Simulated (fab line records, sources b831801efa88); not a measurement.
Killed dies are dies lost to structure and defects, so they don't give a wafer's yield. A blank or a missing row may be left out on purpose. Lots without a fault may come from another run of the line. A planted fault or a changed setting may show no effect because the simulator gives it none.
Split-lot experiment | flow gf180mcu | 5 lots, 23 wafers read, on a route of 602 steps

THE SPLIT
At GF_DNWELL_COAT_02 (resist thk 3000 nm), the setting resist_thk_nm was moved away from the recipe's 3000 nm on 9 of the 23 wafers read, by -2.5% to +5.7%. The other wafers ran this setting at the recipe's value.

The reading is taken at the split's own step.

THE READING
coat_of_DNWELL_COAT_02.thk_nm (the simulator's own value, which no gauge read), in nm, at GF_DNWELL_COAT_02 (resist thk 3000 nm). The file gives no usual value for it. The 14 wafers here that ran the recipe average 2999 nm, standard deviation 14 nm.

wafer  | tool, chamber at the split | resist_thk_nm as run, nm | against the recipe | coat_of_DNWELL_COAT_02.thk_nm, nm | against lot-mates on the recipe
L076.1 | litho_track-01, 0          | 3000                     | recipe             | 3010                              | -
L076.2 | litho_track-01, 0          | 3000                     | recipe             | 3015                              | -
L076.3 | litho_track-01, 0          | 2924                     | -2.5%              | 2937                              | -76
L076.4 | litho_track-01, 0          | 2924                     | -2.5%              | 2934                              | -78
L076.5 | litho_track-01, 0          | 2924                     | -2.5%              | 2930                              | -82
L078.2 | litho_track-02, 0          | 3171                     | +5.7%              | 3185                              | +162
L078.3 | litho_track-02, 0          | 3171                     | +5.7%              | 3191                              | +168
L078.6 | litho_track-02, 0          | 3171                     | +5.7%              | 3191                              | +168
L078.4 | litho_track-02, 0          | 3000                     | recipe             | 3023                              | -
L078.5 | litho_track-02, 0          | 3000                     | recipe             | 3022                              | -
L079.1 | litho_track-03, 0          | 3000                     | recipe             | 2981                              | -
L079.4 | litho_track-03, 0          | 3000                     | recipe             | 2978                              | -
L079.5 | litho_track-03, 0          | 3000                     | recipe             | 2984                              | -
L082.1 | litho_track-02, 0          | 2943                     | -1.9%              | 2933                              | -72
L082.2 | litho_track-02, 0          | 2943                     | -1.9%              | 2940                              | -65
L082.6 | litho_track-02, 0          | 2943                     | -1.9%              | 2940                              | -65
L082.3 | litho_track-02, 0          | 3000                     | recipe             | 3001                              | -
L082.5 | litho_track-02, 0          | 3000                     | recipe             | 3009                              | -
L084.1 | litho_track-01, 0          | 3000                     | recipe             | 2995                              | -
L084.2 | litho_track-01, 0          | 3000                     | recipe             | 2997                              | -
L084.4 | litho_track-01, 0          | 3000                     | recipe             | 2988                              | -
L084.5 | litho_track-01, 0          | 3000                     | recipe             | 2991                              | -
L084.6 | litho_track-01, 0          | 3000                     | recipe             | 2996                              | -

THE FIT
A straight line over all 23 wafers: coat_of_DNWELL_COAT_02.thk_nm changes by +32 nm for each +1% of resist_thk_nm; r = +0.99; the points scatter about the line by 13 nm.
The same after taking each lot's own level away (the mean of its wafers on the recipe; 23 wafers): +30.1 nm for each +1%; r = +1.00; scatter 4.8 nm.
On that fit, the largest move of resist_thk_nm shifts the reading by 1.7e+02 nm.
The lots' own levels span 2981.0 to 3022.5 nm, that is 2.9 times the standard deviation above.
So the lot-to-lot level changes the slope little: the two slopes agree.
Check: with one of the wafers moved furthest among these (+5.7%) left out of the fit, the line predicts +172 nm for it against its lot-mates. It came out at +162 nm against them.

OTHER SPLITS ON THESE WAFERS
These wafers also went through other splits before the reading. Each is held against what the fit with the lots' levels taken away leaves over:
other split on the same wafers | wafers away from the commonest value | r with coat_of_DNWELL_COAT_02.thk_nm (lot level and that fit taken away)
GF_STI_OXIDATION_01 temp_c     | 10                                   | +0.31
GF_STI_PEB_10 peb_time_s       | 5                                    | +0.10

THE WHOLE CHAIN: every reading that the file lists as answering this split, in the file's order
step               | what it does       | reading                                                                        | change (the file's fit)              | r (the file's)
GF_DNWELL_COAT_02  | resist thk 3000 nm | coat_of_DNWELL_COAT_02.thk_nm (the simulator's own value, which no gauge read) | +30 nm for each +1% of the setting   | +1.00
GF_DNWELL_STRIP_08 | strips in O2/N2    | strip_time_to_endpoint_s                                                       | withheld for each +1% of the setting | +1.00

THE FILE'S OWN FIT
coat_of_DNWELL_COAT_02.thk_nm changes by +30 nm for each +1% of resist_thk_nm, r = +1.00.
